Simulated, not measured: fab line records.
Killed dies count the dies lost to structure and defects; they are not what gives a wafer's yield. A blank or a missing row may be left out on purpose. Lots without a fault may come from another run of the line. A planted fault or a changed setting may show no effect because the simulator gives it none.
Chamber matching	flow sky130	SKY_CONTACT_CMP_27 on cmp-01 has 4 sister chambers
The step polishes, stops on SiO2, t overpolish 15 s, target thk 0 nm. 14 wafers are shown with their chamber, then 7 later ones without.

WAFERS, EACH WITH ITS CHAMBER
wafer	chamber	motor current A (A)
L580.1	2	12.2
L580.4	0	12.7
L580.5	1	10.0
L581.1	0	12.7
L581.2	2	12.0
L581.3	1	10.0
L582.1	2	12.5
L582.2	0	12.5
L582.3	1	9.9
L583.1	0	12.6
L583.3	1	9.8
L583.6	0	12.0
L589.1	1	9.7
L589.2	3	10.5

SIGNATURES (means of the wafers above)
reading	chamber 0	chamber 1	chamber 2	chamber 3	scatter within a chamber
motor current A	12.500	9.880	12.233	10.500	0.231
Rule: a wafer's distance from a chamber is the root of the sum, over the readings, of the square of ((its reading less the chamber's mean) divided by the reading's scatter). If the next closest chamber is less than 2 further off than the closest, the wafer can't be placed; otherwise it belongs to the closest. The scatter: take each reading less its chamber's mean, square it, sum over the shown wafers, divide by the number of wafers less the number of chambers, and take the root.

WAFERS WHOSE CHAMBER IS MISSING
wafer	motor current A (A)
L589.3	12.5
L593.4	11.8
L593.5	10.7
L593.6	11.8
L596.4	11.3
L596.5	11.7
L596.6	10.6

THE CHAMBER EACH PASSED THROUGH
wafer	from the rows above	in truth
L589.3	can't be placed: 0 or 2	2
L593.4	can't be placed: 2 or 0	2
L593.5	3	3
L593.6	can't be placed: 2 or 0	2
L596.4	can't be placed: 3 or 2 or 0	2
L596.5	can't be placed: 2 or 0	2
L596.6	3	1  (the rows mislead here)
Correct placement for 1 of the 7. Unplaceable from these rows: 5, with the true chamber sitting among the candidates in 5. Wrongly placed: 1.
